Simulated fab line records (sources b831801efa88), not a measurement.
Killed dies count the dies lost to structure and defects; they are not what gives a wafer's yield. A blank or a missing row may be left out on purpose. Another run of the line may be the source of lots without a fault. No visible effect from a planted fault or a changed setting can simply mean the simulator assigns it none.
Problem report in the 8D (eight disciplines) form, filled by code    flow sky130    the parts of the form that need people (team, actions taken, sign-off) are left out

1. THE ISSUE
Across 5 wafers from 2 lots, METAL2_ALCU_RS at SKY_METAL2_RS_MEAS_05 averages 0.1330 ohm/sq, while fault-free wafers read 0.1269 ohm/sq with a standard deviation of 0.0012. That is +5.0 standard deviations from the usual mean.
The step: measures by four-point-probe.
First seen on wafer L618.1, day 36 05:50, on film-metro-02. The record holds 29 wafers of 10 lots with a number at this step. Rule for "out", or "out of limits": more than 4 standard deviations from the usual mean. The rest of the wafers with a number are treated as sound.

2. WHAT IT IS, WHAT IT ISN'T
question                     is                            is not
which readings at this step  METAL2_ALCU_RS                -
which lots                   L618, L620                    L612, L614, L615, L622, L623, L624, L630, L635
which wafers of those lots   all that have a number        -
read on which gauges         film-metro-01, film-metro-02  film-metro-04
when                         from day 36 05:50             up to then (9 sound wafers); but 15 sound wafers of L622, L623, L624, L630, L635 came after

3. SUSPECTS, AND WHAT RULES EACH OUT
Counting: a tool at a process step up to the reading stays a suspect if it ran every lot that is out and no sound lot after the first of them.
- the gauge at SKY_METAL2_RS_MEAS_05 has been ruled out. 2 gauges (film-metro-01, film-metro-02) read the wafers that are out.
- pvd-sputter-01 at SKY_METAL2_SPUTTER_01 (material TiN, target thk 20 nm, time 16.7 s): kept. Every lot that is out went through it, starting with L618 (day 36 05:43), and after that it ran no sound lot; the last sound lot it ran before then is L614 (day 35 13:31).
- pvd-sputter-01 at SKY_METAL2_SPUTTER_02 (material AlCu, target thk 250 nm, time 13.3 s): kept. Every lot that is out went through it, starting with L618 (day 36 05:44), and after that it ran no sound lot; the last sound lot it ran before then is L614 (day 35 13:32).
What counting leaves: pvd-sputter-01 at SKY_METAL2_SPUTTER_01 and pvd-sputter-01 at SKY_METAL2_SPUTTER_02.

4. THE CAUSE (what the simulator had put in)
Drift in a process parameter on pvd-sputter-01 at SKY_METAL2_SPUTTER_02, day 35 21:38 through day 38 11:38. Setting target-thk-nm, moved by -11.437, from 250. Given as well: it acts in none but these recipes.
Counting leaves 2 suspects; this tool is one of them.

5. THE EFFECT CHAIN, in route order
One row per reading whose mean, taken over the struck wafers that have a number, lies over 3 standard deviations from the usual. Scope: only readings with a usual standard deviation given in the record; hours: median across lots of the time from each lot's start at the first step in this table that gives one to its start at this step; sigmas: change in usual standard deviations.
hours  step                    reading          usual          on struck wafers  change   sigmas
0      SKY_METAL2_RS_MEAS_05   METAL2_ALCU_RS   0.1269 ohm/sq  0.1330            +0.0061  +5.0
0      SKY_METAL2_THK_MEAS_06  METAL2_ALCU_THK  255.5 nm       244.4             -11.1    -4.4

6. HOW IT WOULD HAVE BEEN CAUGHT EARLIER
Counted from the fault's start at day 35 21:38, it took 8 hours until the first out-of-limits reading at a measuring or inspecting step in this record, taken at day 36 05:50.
Of the tool readings at SKY_METAL2_SPUTTER_02 for which the record gives a usual standard deviation, none was out on any struck wafer, so an alarm limit of 4 standard deviations on them would not have fired.
Among the 2 lots that are out, L620 began SKY_METAL2_SPUTTER_02 on pvd-sputter-01 after day 36 05:50. Had the tool been put on hold then, it would have been spared.
